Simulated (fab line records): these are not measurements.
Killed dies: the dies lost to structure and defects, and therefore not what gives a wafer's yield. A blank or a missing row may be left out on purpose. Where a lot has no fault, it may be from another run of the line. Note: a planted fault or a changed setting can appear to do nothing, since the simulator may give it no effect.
fab line records	flow sky130
record: lots: 11	wafers: 33	last-day: 50
route steps=708 shown CAPM@538 METAL3@566 VIA3@587 PAD_OPEN@708
lots with no fault: from the same line, run without faults
start-h: start of the lot's first displayed wafer, in hours after the record's first day	wait-h: hours elapsed since this lot's preceding step	" as in the row above	L1.1+2: a row that stands for several wafers	- no value, or no start given	* or withheld: withheld	< > ~ a bound
route shown NAME@n: NAME is a module with steps in the file, n the number in the route of the first one	usual: mean/standard deviation taken from wafers without a fault	same: alike in all rows	chamber/n: place in a boat	sites: the reading at each site	_std_site: how widely they spread, as a standard deviation	_edge_site: the outer-site mean with the inner-site mean subtracted	radius-mm: for every site, how far away it sits from the centre of the wafer	mask NAME#n: copy n	behind: the most recent tool/chamber to have shaped the wafer	hold: reason for holding the lot/hours on hold/outcome of the hold	device: the n, p or np transistor that did not switch	end of line: tests of these same wafers at the route's end	a step with no rows: only its recipe	killed: at the first sort, the dies lost to defects and structure; wafer yield is something else	map: the dies of a wafer, with x for killed, . for not killed, _ for no die there
set.NAME: the setting as run; set.NAME@STEP: as run at that earlier step	model.NAME: the simulator's own value behind a step, which no gauge read
steps of the route over a sample of lots; a table a step, a row a wafer
services: when a tool's chamber went out of use (start-h, in hours from the record's first day, below 0 if earlier), for how many hours, and the reason
== steps ==
step: SKY_CAPM_THK_MEAS_01
recipe: reads: SiO2_of_CAPM_CVD_00
usual: CAPM_CVD_00_THK: 15.5/0.3
lot.wafer	tool	chamber	start-h	wait-h	CAPM_CVD_00_THK[nm]
L589.3	film-metro-03	-	870.19	-	15.4
L589.5	"	-	"	"	15.3
L589.6	"	-	"	"	15.4
L591.2	film-metro-01	-	881.96	-	15.2
L591.4	"	-	"	"	15.8
L591.5	"	-	"	"	15.8
L590.1	film-metro-04	-	894.99	-	15.1
L590.3	"	-	"	"	15.1
L590.4	"	-	"	"	15.4
L593.1	film-metro-03	-	910.38	-	15.1
L593.3	"	-	"	"	15.8
L593.6	"	-	"	"	15.3
L595.3	film-metro-01	-	928.96	-	15.5
L595.4	"	-	"	"	15.3
L595.6	"	-	"	"	15.9
L597.1	film-metro-03	-	942.83	-	15.2
L597.5	"	-	"	"	15.5
L597.6	"	-	"	"	15.4
L598.1	film-metro-03	-	945.84	-	16.0
L598.2	"	-	"	"	15.8
L598.6	"	-	"	"	16.0
L600.1	film-metro-03	-	959.03	-	16.0
L600.2	"	-	"	"	15.7
L600.5	"	-	"	"	16.1
L604.1	film-metro-03	-	978.75	-	15.1
L604.2	"	-	"	"	15.3
L604.5	"	-	"	"	15.4
L608.1	film-metro-03	-	1000.12	-	15.6
L608.3	"	-	"	"	15.7
L608.5	"	-	"	"	15.9
L609.2	film-metro-03	-	1019.27	-	15.7
L609.3	"	-	"	"	15.1
L609.5	"	-	"	"	15.8
step: SKY_METAL3_ETCH_16
recipe: chemistry: N2/H2	target: BARC	ion-energy-ev: 200	bias-w: 100	pressure-mtorr: 30	n2-flow-sccm: 100	h2-flow-sccm: 200	icp-w: 500	stop-on: SiO2	time-s: 88.2	target-depth-a: 600
usual: chamber-pressure-mTorr: 30.003/0.028	drypump-motor-current-A: 5.8/0.41	oes-product-au: 0.626/0.005	run-length-s: 116.5/0.52	throttle-valve-pct: 13.205/0.0096
same: time-s: 88.2
lot.wafer	tool	chamber	start-h	wait-h	chamber-pressure-mTorr	drypump-motor-current-A	oes-product-au	rf-hours-counter-h	run-length-s	throttle-valve-pct
L589.3	rie-metal-02	0	921.17	0.0	29.967	6.0	0.625	-	116.1	13.217
L589.5	"	0	"	"	29.979	6.0	0.629	-	116.0	13.199
L589.6	"	1	"	"	30.014	6.1	0.623	-	115.9	13.207
L591.2	rie-metal-02	1	932.09	0.0	30.002	6.1	0.618	1	115.9	13.206
L591.4	"	1	"	"	29.997	6.1	0.626	-	116.5	13.208
L591.5	"	1	"	"	30.002	6.1	0.628	-	116.5	13.207
L590.1	rie-metal-04	0	944.64	0.0	29.991	6.2	0.623	16	117.8	13.202
L590.3	"	0	"	"	30.000	6.2	0.622	-	117.3	13.222
L590.4	"	1	"	"	30.024	5.2	0.622	-	116.8	13.215
L593.1	rie-metal-04	0	958.67	0.0	29.971	6.2	0.631	16	117.2	13.209
L593.3	"	1	"	"	30.073	5.1	0.620	-	116.2	13.208
L593.6	"	0	"	"	30.014	6.2	0.627	-	117.4	13.201
L595.3	rie-metal-03	0	977.62	0.0	29.983	5.9	0.624	-	115.9	13.202
L595.4	"	1	"	"	29.994	6.0	0.631	-	116.4	13.197
L595.6	"	0	"	"	30.018	5.9	0.627	-	116.2	13.201
L597.1	rie-metal-04	1	991.24	0.0	30.047	5.1	0.629	14	116.4	13.195
L597.5	"	0	"	"	29.977	6.2	0.635	-	117.6	13.199
L597.6	"	1	"	"	30.018	5.2	0.621	-	116.3	13.203
L598.1	rie-metal-03	1	994.15	0.0	30.008	6.0	0.632	17	116.3	13.220
L598.2	"	0	"	"	29.956	5.9	0.629	4	116.3	13.211
L598.6	"	1	"	"	29.967	6.0	0.639	-	116.4	13.203
L600.1	rie-metal-04	1	1005.32	0.0	30.000	5.1	0.631	15	116.2	13.188
L600.2	"	0	"	"	30.004	6.2	0.625	19	117.5	13.212
L600.5	"	0	"	"	30.050	6.2	0.630	-	117.0	13.203
L604.1	rie-metal-02	0	1026.44	0.0	30.026	6.0	0.626	12	116.1	13.202
L604.2	"	1	"	"	30.005	6.2	0.627	7	116.5	13.189
L604.5	"	1	"	"	30.016	6.1	0.627	-	116.0	13.213
L608.1	rie-metal-02	0	1045.89	0.0	30.010	6.0	0.622	14	116.1	13.195
L608.3	"	1	"	"	29.995	6.1	0.615	-	116.0	13.199
L608.5	"	0	"	"	29.990	6.0	0.628	-	116.4	13.204
L609.2	rie-metal-04	0	1064.05	0.0	29.990	6.2	0.623	2	117.4	13.205
L609.3	"	0	"	"	29.998	6.2	0.623	-	117.1	13.212
L609.5	"	0	"	"	29.969	6.2	0.622	-	117.8	13.225
step: SKY_VIA3_ETCH_14
recipe: chemistry: N2/H2	target: BARC	ion-energy-ev: 200	source-w: 500	bias-w: 100	pressure-mtorr: 30	n2-flow-sccm: 100	h2-flow-sccm: 200	stop-on: SiO2	time-s: 45.9	target-depth-a: 600
usual: chamber-pressure-mTorr: 30.00/0.032	drypump-motor-current-A: 6.0/0.46	oes-product-au: 0.855/0.0052	run-length-s: 74.3/0.46	throttle-valve-pct: 13.226/0.0088
lot.wafer	tool	chamber	start-h	wait-h	chamber-pressure-mTorr	drypump-motor-current-A	oes-product-au	rf-hours-counter-h	run-length-s	throttle-valve-pct
L589.3	rie-diel-03	1	947.57	0.0	30.02	6.2	0.855	28	74.6	13.226
L589.5	"	2	"	"	29.97	6.3	0.846	-	73.5	13.223
L589.6	"	3	"	"	30.00	6.3	0.856	-	73.8	13.234
L591.2	rie-diel-01	0	957.77	0.0	29.98	5.2	0.856	18	74.8	13.228
L591.4	"	2	"	"	29.95	5.6	0.857	-	75.0	13.222
L591.5	"	0	"	"	29.96	5.3	0.856	-	74.7	13.233
L590.1	rie-diel-04	0	969.74	0.0	30.00	5.6	0.855	5	74.5	13.216
L590.3	"	3	"	"	29.98	6.6	0.861	6	73.7	13.214
L590.4	"	1	"	"	29.99	5.6	0.856	19	74.7	13.224
L593.1	rie-diel-01	0	982.99	0.0	30.20	5.2	0.859	19	74.9	13.213
L593.3	"	2	"	"	30.01	5.6	0.851	14	74.5	13.232
L593.6	"	1	"	"	29.97	5.4	0.861	-	74.6	13.220
L595.3	rie-diel-04	3	1002.32	0.0	29.99	6.6	0.856	8	74.0	13.227
L595.4	"	2	"	"	29.98	6.4	0.856	13	73.8	13.238
L595.6	"	0	"	"	30.02	5.6	0.863	-	74.6	13.227
L597.1	rie-diel-04	0	1016.22	0.0	30.00	5.6	0.886	7	73.0	13.227
L597.5	"	3	"	"	30.01	6.5	0.852	-	73.5	13.225
L597.6	"	2	"	"	30.02	6.3	0.888	-	72.4	13.239
L598.1	rie-diel-03	3	1018.72	0.0	30.02	6.3	0.857	22	74.2	13.223
L598.2	"	2	"	"	30.01	6.3	0.851	18	74.1	13.248
L598.6	"	1	"	"	29.99	6.2	0.856	-	74.7	13.236
L600.1	rie-diel-04	0	1029.84	0.0	30.03	5.6	0.881	7	72.8	13.238
L600.2	"	2	"	"	30.00	6.3	0.858	14	73.8	13.223
L600.5	"	0	"	"	29.96	5.6	0.855	-	74.8	13.229
L604.1	rie-diel-01	2	1050.07	0.0	30.03	5.6	0.856	16	74.8	13.227
L604.2	"	0	"	"	30.03	5.2	0.851	21	74.7	13.209
L604.5	"	2	"	"	29.97	5.6	0.853	-	74.6	13.225
L608.1	rie-diel-01	3	1069.67	0.0	30.00	6.6	0.851	21	73.6	13.244
L608.3	"	2	"	"	30.02	5.7	0.850	17	74.3	13.225
L608.5	"	2	"	"	30.00	5.7	0.849	-	74.3	13.232
L609.2	rie-diel-04	3	1087.47	0.0	30.06	6.5	0.849	10	73.4	13.228
L609.3	"	2	"	"	29.98	6.4	0.843	16	73.9	13.223
L609.5	"	1	"	"	30.00	5.6	0.854	-	74.6	13.219
step: SKY_VIA3_SPUTTER_20
recipe: material: TiN	target-thk-nm: 20	chamber-pressure-pa: 5	power-w: 4000	time-s: 80
usual: throttle-valve-pct: 29.9/1.2
same: time-s: 80
lot.wafer	tool	chamber	start-h	wait-h	throttle-valve-pct
L589.3	pvd-sputter-02	-	948.30	0.0	31.4
L589.5	"	-	"	"	31.1
L589.6	"	-	"	"	29.9
L591.2	pvd-sputter-04	-	958.46	0.0	31.9
L591.4	"	-	"	"	28.6
L591.5	"	-	"	"	28.3
L590.1	pvd-sputter-02	-	970.44	0.0	29.1
L590.3	"	-	"	"	31.4
L590.4	"	-	"	"	30.2
L593.1	pvd-sputter-04	-	983.69	0.0	28.8
L593.3	"	-	"	"	28.8
L593.6	"	-	"	"	31.7
L595.3	pvd-sputter-02	-	1003.08	0.0	31.6
L595.4	"	-	"	"	29.4
L595.6	"	-	"	"	31.5
L597.1	pvd-sputter-02	-	1016.95	0.0	30.2
L597.5	"	-	"	"	29.9
L597.6	"	-	"	"	30.2
L598.1	pvd-sputter-02	-	1019.42	0.0	29.1
L598.2	"	-	"	"	29.7
L598.6	"	-	"	"	29.2
L600.1	pvd-sputter-03	-	1030.54	0.0	29.7
L600.2	"	-	"	"	28.3
L600.5	"	-	"	"	31.0
L604.1	pvd-sputter-02	-	1050.90	0.0	29.4
L604.2	"	-	"	"	31.6
L604.5	"	-	"	"	30.3
L608.1	pvd-sputter-04	-	1070.44	0.0	28.4
L608.3	"	-	"	"	31.8
L608.5	"	-	"	"	28.5
L609.2	pvd-sputter-04	-	1088.17	0.0	28.5
L609.3	"	-	"	"	31.9
L609.5	"	-	"	"	29.0
step: SKY_PAD_OPEN_PROBE_99
usual: defect-limited-yield: 82.5/1.9	killed_at_M0_to_M3: 43/6.8	killed_at_M4_up: 3.2/1.8	killed-at-contacts: 24/6.2	killed-at-front-end: 15/4.7	killed-at-other: 0.4/0.63	killed-dies: 86/9.6	killed-open: 47/6.9	killed-short: 39/6.3	sort_bin_3_pad_short: 0.9/0.46	sort_bin_5_function: 10.5/1.5	sort_bin_6_memory: 6.1/1.1	sort-n-pass: 406/9.6	sort-yield-pct: 82.5/1.9
same: gross-dies: 492	killed-at-back-side: 0	sort_bin_4_leakage[%]: 0	sort_bin_8_speed[%]: 0
lot.wafer	tool	chamber	start-h	wait-h	defect-limited-yield[%]	killed_at_M0_to_M3	killed_at_M4_up	killed-at-contacts	killed-at-front-end	killed-at-other	killed-dies	killed-open	killed-short	sort_bin_3_pad_short[%]	sort_bin_5_function[%]	sort_bin_6_memory[%]	sort-n-pass	sort-yield-pct[%]
L589.3	prober-02	-	1091.11	0.2	85.2	47	0	17	8	1	73	45	28	1.2	9.1	4.5	419	85.2
L589.5	prober-02	-	1091.21	0.2	85.0	41	2	26	5	0	74	49	25	1.2	9.3	4.5	418	85.0
L589.6	prober-02	-	1091.26	0.2	83.9	49	0	21	8	1	79	43	35	0.8	11.8	3.5	413	83.9
L591.2	prober-01	-	1099.54	0.1	81.1	45	5	23	20	0	93	46	46	1.8	12.0	5.1	399	81.1
L591.4	prober-01	-	1099.64	0.2	82.5	36	4	33	13	0	86	49	37	0.6	8.9	7.9	406	82.5
L591.5	prober-01	-	1099.69	0.2	84.3	38	0	25	14	0	77	46	31	1.0	10.8	3.9	415	84.3
L590.1	prober-02	-	1112.03	0.1	81.5	46	2	29	13	1	91	49	40	1.2	11.6	5.7	401	81.5
L590.3	prober-02	-	1112.13	0.2	82.9	51	3	15	15	0	84	47	37	1.2	10.4	5.5	408	82.9
L590.4	prober-02	-	1112.18	0.2	81.1	36	5	30	22	0	93	52	40	1.8	10.6	6.5	399	81.1
L593.1	prober-02	-	1120.63	0.1	81.5	39	5	34	13	0	91	41	50	1.4	11.4	5.7	401	81.5
L593.3	prober-02	-	1120.73	0.2	81.7	38	2	34	15	1	90	40	49	1.2	11.0	6.1	402	81.7
L593.6	prober-02	-	1120.88	0.2	80.9	46	7	21	19	1	94	45	48	1.8	11.8	5.5	398	80.9
L595.3	prober-02	-	1139.52	0.2	82.1	38	2	26	22	0	88	50	38	0.6	11.4	5.9	404	82.1
L595.4	prober-02	-	1139.57	0.2	77.6	45	2	37	26	0	110	54	56	1.4	13.2	7.7	382	77.6
L595.6	prober-02	-	1139.67	0.2	81.5	45	8	21	16	1	91	44	47	0.6	12.0	5.9	401	81.5
L597.1	prober-02	-	1149.53	0.1	82.3	42	3	23	19	0	87	46	41	0.6	11.2	5.9	405	82.3
L597.5	prober-02	-	1149.73	0.2	80.9	47	5	24	18	0	94	51	43	1.0	9.6	8.5	398	80.9
L597.6	prober-02	-	1149.78	0.2	80.9	51	2	20	21	0	94	56	38	0.8	12.0	6.3	398	80.9
L598.1	prober-01	-	1153.25	0.1	81.5	45	6	31	9	0	91	48	42	1.6	12.4	4.5	401	81.5
L598.2	prober-01	-	1153.30	0.1	79.9	56	2	29	11	1	99	60	38	0.4	13.4	6.3	393	79.9
L598.6	prober-01	-	1153.50	0.2	83.5	52	3	17	9	0	81	42	39	1.6	8.7	6.1	411	83.5
L600.1	prober-02	-	1160.88	0.1	81.5	49	3	24	14	1	91	43	45	1.0	11.0	6.5	401	81.5
L600.2	prober-02	-	1160.93	0.1	80.9	49	6	16	23	0	94	55	39	0.4	11.6	7.1	398	80.9
L600.5	prober-02	-	1161.08	0.2	82.3	40	4	27	15	1	87	44	42	0.6	9.1	7.9	405	82.3
L604.1	prober-01	-	1176.01	0.1	83.9	44	5	18	12	0	79	43	35	0.8	10.4	4.9	413	83.9
L604.2	prober-01	-	1176.06	0.1	80.7	53	7	24	11	0	95	55	39	1.4	13.0	4.9	397	80.7
L604.5	prober-01	-	1176.21	0.2	84.6	46	1	15	14	0	76	38	38	0.8	9.3	5.3	416	84.6
L608.1	prober-01	-	1191.73	0.1	85.8	32	1	24	13	0	70	39	31	0.4	8.3	5.5	422	85.8
L608.3	prober-01	-	1191.83	0.2	82.1	42	4	33	9	0	88	46	42	0.6	11.4	5.9	404	82.1
L608.5	prober-01	-	1191.93	0.2	85.0	31	5	26	11	1	74	43	30	0.4	8.5	6.1	418	85.0
L609.2	prober-01	-	1202.27	0.1	86.4	37	4	20	6	0	67	31	36	1.0	7.7	4.9	425	86.4
L609.3	prober-01	-	1202.32	0.2	87.2	31	3	15	14	0	63	34	27	0.6	6.1	6.1	429	87.2
L609.5	prober-01	-	1202.42	0.2	86.6	36	3	14	13	0	66	35	31	0	9.6	3.9	426	86.6
killed by level:class
L589.3 VIA1:geometric-particle:open=15 LI_CONTACT:geometric-particle:open=6 CONTACT:geometric-particle:open=6 VIA2:geometric-particle:open=5 METAL2:geometric-particle:short=5 METAL1:geometric-particle:short=4 VIA3:geometric-particle:open=4 VIA1:geometric-particle:short=3
L589.5 LI_CONTACT:geometric-particle:open=11 VIA1:geometric-particle:open=9 VIA3:geometric-particle:open=9 CONTACT:geometric-particle:open=8 VIA1:geometric-particle:short=6 VIA2:geometric-particle:open=5 LI_CONTACT:geometric-particle:short=3 METAL1:geometric-particle:open=3
L589.6 VIA1:geometric-particle:open=15 VIA2:geometric-particle:open=7 LOCAL_INTERCONNECT:geometric-particle:short=6 VIA3:geometric-particle:open=6 METAL2:geometric-particle:short=5 LI_CONTACT:geometric-particle:open=4 CONTACT:geometric-particle:short=4 CONTACT:geometric-particle:open=4
L591.2 METAL2:geometric-particle:short=12 VIA2:geometric-particle:open=9 LI_CONTACT:geometric-particle:open=8 VIA1:geometric-particle:open=7 POLY_GATE:geometric-particle:open=6 POLY_GATE:geometric-particle:short=6 LOCAL_INTERCONNECT:geometric-particle:short=6 CONTACT:geometric-particle:open=4
L591.4 CONTACT:geometric-particle:open=12 VIA1:geometric-particle:open=10 LOCAL_INTERCONNECT:geometric-particle:short=8 VIA3:geometric-particle:open=6 LI_CONTACT:geometric-particle:open=5 CONTACT:geometric-particle:short=5 VIA2:geometric-particle:open=5 METAL2:geometric-particle:short=4
L591.5 CONTACT:geometric-particle:open=12 VIA1:geometric-particle:open=12 VIA3:geometric-particle:open=7 METAL2:geometric-particle:short=6 LOCAL_INTERCONNECT:geometric-particle:short=5 VIA2:geometric-particle:open=4 FIELD_ISO:geometric-particle:open=3 FIELD_ISO:geometric-particle:short=3
L590.1 VIA1:geometric-particle:open=15 CONTACT:geometric-particle:open=9 LI_CONTACT:geometric-particle:open=8 METAL1:geometric-particle:short=8 CONTACT:geometric-particle:short=5 VIA1:geometric-particle:short=4 METAL2:geometric-particle:short=4 VIA2:geometric-particle:short=4
L590.3 VIA3:geometric-particle:open=9 METAL2:geometric-particle:short=7 CONTACT:geometric-particle:open=6 VIA1:geometric-particle:open=6 VIA2:geometric-particle:open=6 FIELD_ISO:geometric-particle:open=5 LI_CONTACT:geometric-particle:open=5 VIA1:geometric-particle:short=5
L590.4 CONTACT:geometric-particle:open=12 VIA1:geometric-particle:open=9 POLY_GATE:geometric-particle:open=6 METAL2:geometric-particle:short=5 CONTACT:geometric-particle:short=5 LI_CONTACT:geometric-particle:open=5 POLY_GATE:geometric-particle:short=4 VIA4:geometric-particle:open=4
L593.1 CONTACT:geometric-particle:open=10 CONTACT:geometric-particle:short=7 LI_CONTACT:geometric-particle:open=7 LOCAL_INTERCONNECT:geometric-particle:short=7 METAL2:geometric-particle:short=7 VIA1:geometric-particle:short=7 VIA1:geometric-particle:open=7 FIELD_ISO:geometric-particle:short=4
L593.3 CONTACT:geometric-particle:short=9 CONTACT:geometric-particle:open=9 LOCAL_INTERCONNECT:geometric-particle:short=8 LI_CONTACT:geometric-particle:open=7 VIA2:geometric-particle:open=6 FIELD_ISO:geometric-particle:short=5 METAL2:geometric-particle:short=5 VIA2:geometric-particle:short=5
L593.6 VIA1:geometric-particle:open=10 VIA1:geometric-particle:short=9 LI_CONTACT:geometric-particle:open=8 CONTACT:geometric-particle:open=8 METAL4:geometric-particle:short=7 VIA3:geometric-particle:open=6 FIELD_ISO:geometric-particle:short=5 FIELD_ISO:geometric-particle:open=5
L595.3 VIA3:geometric-particle:open=11 CONTACT:geometric-particle:open=10 FIELD_ISO:geometric-particle:open=7 POLY_GATE:geometric-particle:open=7 METAL1:geometric-particle:short=6 VIA1:geometric-particle:open=5 METAL2:geometric-particle:short=5 LI_CONTACT:geometric-particle:open=4
L595.4 CONTACT:geometric-particle:open=10 FIELD_ISO:geometric-particle:short=9 VIA1:geometric-particle:open=9 CONTACT:geometric-particle:short=8 FIELD_ISO:geometric-particle:open=7 LI_CONTACT:geometric-particle:open=7 METAL2:geometric-particle:short=6 LOCAL_INTERCONNECT:geometric-particle:short=6
L595.6 VIA3:geometric-particle:open=12 CONTACT:geometric-particle:short=7 METAL2:geometric-particle:short=7 VIA1:geometric-particle:open=6 CONTACT:geometric-particle:open=5 VIA1:geometric-particle:short=4 POLY_GATE:geometric-particle:open=4 POLY_GATE:geometric-particle:short=4
L597.1 VIA1:geometric-particle:open=13 CONTACT:geometric-particle:open=10 FIELD_ISO:geometric-particle:open=7 LI_CONTACT:geometric-particle:open=6 METAL1:geometric-particle:short=6 VIA2:geometric-particle:open=5 CONTACT:geometric-particle:short=5 VIA1:geometric-particle:short=5
L597.5 VIA1:geometric-particle:open=13 CONTACT:geometric-particle:open=12 POLY_GATE:geometric-particle:short=8 LI_CONTACT:geometric-particle:open=5 VIA1:geometric-particle:short=5 METAL3:geometric-particle:short=5 VIA2:geometric-particle:open=5 VIA3:geometric-particle:open=5
L597.6 VIA1:geometric-particle:open=12 METAL1:geometric-particle:short=8 VIA2:geometric-particle:open=8 FIELD_ISO:geometric-particle:short=7 FIELD_ISO:geometric-particle:open=7 CONTACT:geometric-particle:open=7 VIA3:geometric-particle:open=7 POLY_GATE:geometric-particle:open=5
L598.1 LI_CONTACT:geometric-particle:open=9 VIA2:geometric-particle:open=9 CONTACT:geometric-particle:open=8 CONTACT:geometric-particle:short=7 METAL2:geometric-particle:short=6 VIA3:geometric-particle:open=5 VIA1:geometric-particle:open=5 METAL4:geometric-particle:short=5
L598.2 CONTACT:geometric-particle:open=12 VIA1:geometric-particle:open=11 METAL2:geometric-particle:short=11 METAL1:geometric-particle:short=9 LI_CONTACT:geometric-particle:open=8 VIA2:geometric-particle:open=8 VIA3:geometric-particle:open=4 POLY_GATE:geometric-particle:open=3
L598.6 VIA1:geometric-particle:open=11 METAL1:geometric-particle:short=7 VIA3:geometric-particle:open=7 VIA2:geometric-particle:open=6 CONTACT:geometric-particle:short=5 CONTACT:geometric-particle:open=4 VIA3:geometric-particle:short=4 METAL3:geometric-particle:short=4
L600.1 VIA3:geometric-particle:open=10 METAL2:geometric-particle:short=9 VIA2:geometric-particle:open=7 CONTACT:geometric-particle:open=7 VIA1:geometric-particle:short=6 VIA1:geometric-particle:open=6 LI_CONTACT:geometric-particle:open=5 LOCAL_INTERCONNECT:geometric-particle:short=5
L600.2 VIA1:geometric-particle:open=11 CONTACT:geometric-particle:open=8 POLY_GATE:geometric-particle:short=6 VIA2:geometric-particle:open=6 VIA3:geometric-particle:open=6 FIELD_ISO:geometric-particle:short=5 VIA1:geometric-particle:short=5 METAL2:geometric-particle:short=5
L600.5 VIA1:geometric-particle:open=9 VIA3:geometric-particle:open=8 LI_CONTACT:geometric-particle:open=7 VIA1:geometric-particle:short=7 CONTACT:geometric-particle:open=6 FIELD_ISO:geometric-particle:short=5 LI_CONTACT:geometric-particle:short=5 CONTACT:geometric-particle:short=5
L604.1 VIA1:geometric-particle:open=9 VIA3:geometric-particle:open=8 METAL2:geometric-particle:short=8 CONTACT:geometric-particle:open=7 FIELD_ISO:geometric-particle:open=5 METAL1:geometric-particle:short=5 VIA1:geometric-particle:short=5 POLY_GATE:geometric-particle:open=4
L604.2 CONTACT:geometric-particle:open=16 VIA1:geometric-particle:open=15 VIA2:geometric-particle:open=8 VIA1:geometric-particle:short=7 POLY_GATE:geometric-particle:short=5 METAL4:geometric-particle:short=5 VIA3:geometric-particle:open=5 METAL2:geometric-particle:short=4
L604.5 METAL2:geometric-particle:short=9 VIA1:geometric-particle:open=8 METAL1:geometric-particle:short=7 CONTACT:geometric-particle:open=6 VIA2:geometric-particle:open=6 POLY_GATE:geometric-particle:short=4 LI_CONTACT:geometric-particle:open=4 LOCAL_INTERCONNECT:geometric-particle:short=4
L608.1 VIA1:geometric-particle:open=11 CONTACT:geometric-particle:open=9 FIELD_ISO:geometric-particle:open=5 LI_CONTACT:geometric-particle:open=5 CONTACT:geometric-particle:short=5 LI_CONTACT:geometric-particle:short=4 METAL1:geometric-particle:short=4 VIA1:geometric-particle:short=4
L608.3 LI_CONTACT:geometric-particle:open=12 VIA1:geometric-particle:open=8 CONTACT:geometric-particle:short=7 CONTACT:geometric-particle:open=7 METAL2:geometric-particle:short=6 VIA3:geometric-particle:open=6 VIA2:geometric-particle:open=5 LOCAL_INTERCONNECT:geometric-particle:short=4
L608.5 LI_CONTACT:geometric-particle:open=10 CONTACT:geometric-particle:open=7 POLY_GATE:geometric-particle:open=6 VIA2:geometric-particle:open=6 VIA1:geometric-particle:open=6 LI_CONTACT:geometric-particle:short=5 METAL1:geometric-particle:short=5 METAL4:geometric-particle:short=4
L609.2 VIA1:geometric-particle:open=13 CONTACT:geometric-particle:short=8 CONTACT:geometric-particle:open=6 VIA3:geometric-particle:open=6 VIA1:geometric-particle:short=5 METAL1:geometric-particle:short=4 LI_CONTACT:geometric-particle:short=3 METAL4:geometric-particle:short=3
L609.3 VIA1:geometric-particle:open=10 CONTACT:geometric-particle:open=7 FIELD_ISO:geometric-particle:open=5 LOCAL_INTERCONNECT:geometric-particle:short=4 VIA3:geometric-particle:short=4 VIA3:geometric-particle:open=4 POLY_GATE:geometric-particle:short=3 VIA1:geometric-particle:short=3
L609.5 CONTACT:geometric-particle:open=8 VIA2:geometric-particle:short=6 METAL2:geometric-particle:short=6 POLY_GATE:geometric-particle:open=5 VIA3:geometric-particle:open=5 LI_CONTACT:geometric-particle:open=4 VIA3:geometric-particle:short=4 FIELD_ISO:geometric-particle:open=3
== services ==
tool	chamber	start-h	hours	kind
rie-diel-04	0	900.77	12.4	repair
rie-metal-03	0	907.63	-	clean
rie-metal-03	0	907.63	13.3	scheduled-down
rie-diel-03	2	911.60	10.3	repair
rie-diel-01	3	945.74	12.3	repair
rie-diel-04	-	949.80	2.8	pm
pvd-sputter-03	-	951.90	0.8	repair
pvd-sputter-04	-	953.45	2.4	repair
rie-metal-04	-	956.44	1.4	pm
rie-diel-03	0	961.50	7.7	repair
pvd-sputter-03	-	964.66	6.2	repair
rie-diel-01	2	965.29	5.4	repair
rie-diel-03	0	1008.67	14.2	repair
rie-metal-04	0	1009.92	-	clean
rie-metal-04	0	1009.92	17.3	scheduled-down
rie-metal-04	0	1009.92	17.3	vent-cycle
rie-metal-03	1	1011.18	27.6	repair
pvd-sputter-02	-	1019.72	1.9	repair
rie-metal-03	0	1031.79	19.2	repair
rie-diel-04	-	1041.67	0.4	repair
rie-diel-03	-	1061.22	14.6	pm
rie-diel-04	3	1064.17	2.6	repair
pvd-sputter-02	-	1079.61	3.6	repair
rie-metal-02	-	1079.93	2.8	pm
== key ==
first-sign: step: SKY_VIA3_ETCH_14	reading: oes-product-au	direction: up	sigmas: 5.8	usual: 0.855	struck: 0.885
effect: step: SKY_VIA3_ETCH_14	reading: run-length-s	direction: down	sigmas: 3.4	usual: *	struck: *
met-at SKY_VIA3_ETCH_14
struck-lots L597,L600
struck-wafers L597.1,L597.6,L600.1
not-acting-at SKY_CAPM_THK_MEAS_01,SKY_METAL3_ETCH_16,SKY_VIA3_SPUTTER_20
onset-between 1002.32 1016.22
fault: kind: process-parameter-drift	tool: rie-diel-04	chamber: -	onset-h: 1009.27	steps: SKY_VIA3_ETCH_14	channel: time-s	offset: *	shape: step	end-h: 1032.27	scope: struck-wafers-only	acts-in: *	stated: *
